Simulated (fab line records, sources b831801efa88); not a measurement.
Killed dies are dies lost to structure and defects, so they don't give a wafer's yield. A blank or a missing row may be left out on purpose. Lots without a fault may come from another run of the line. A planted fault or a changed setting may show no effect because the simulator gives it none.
Chamber matching | flow gf180mcu | GF_V3_CMP_04 on cmp-02: 4 sister chambers
The step polishes SiO2. 4 wafers are shown with their chamber, then 9 later ones without.

WAFERS WITH THEIR CHAMBER
wafer  | chamber | motor_current_A (A)
L232.2 | 0       | 11.4
L233.3 | 3       | 12.8
L233.4 | 1       | 12.8
L233.6 | 2       | 12.3

WAFERS WITHOUT THEIR CHAMBER
wafer  | motor_current_A (A)
L234.3 | 12.3
L234.4 | 10.8
L234.5 | 12.7
L235.1 | 12.0
L235.2 | 10.5
L235.6 | 13.0
L236.1 | 12.3
L236.5 | 10.7
L236.6 | 12.9

WHICH CHAMBER EACH WENT THROUGH
wafer  | from the rows above               | in truth
L234.3 | can't be placed: 2 or 1 or 3      | 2
L234.4 | 0                                 | 0
L234.5 | can't be placed: 1 or 3 or 2      | 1
L235.1 | can't be placed: 2 or 0 or 1 or 3 | 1
L235.2 | 0                                 | 0
L235.6 | can't be placed: 1 or 3 or 2      | 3
L236.1 | can't be placed: 2 or 1 or 3      | 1
L236.5 | 0                                 | 0
L236.6 | can't be placed: 1 or 3 or 2      | 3
Placed correctly: 3 of 9. Can't be placed from these rows: 6 (the true chamber is among the candidates in 6). Placed wrongly: 0.
How it was worked out, from the rows above alone: a wafer's distance from a chamber is the root of the sum, over the readings, of the square of ((its reading less the chamber's mean) divided by the reading's scatter). The wafer belongs to the nearest chamber; if the next one is less than 2 further off, it can't be placed. A chamber's mean is the mean of its shown wafers. The scatter: with one shown wafer a chamber, the root of the mean of the squares of how far each hidden wafer lies from its nearest shown one.
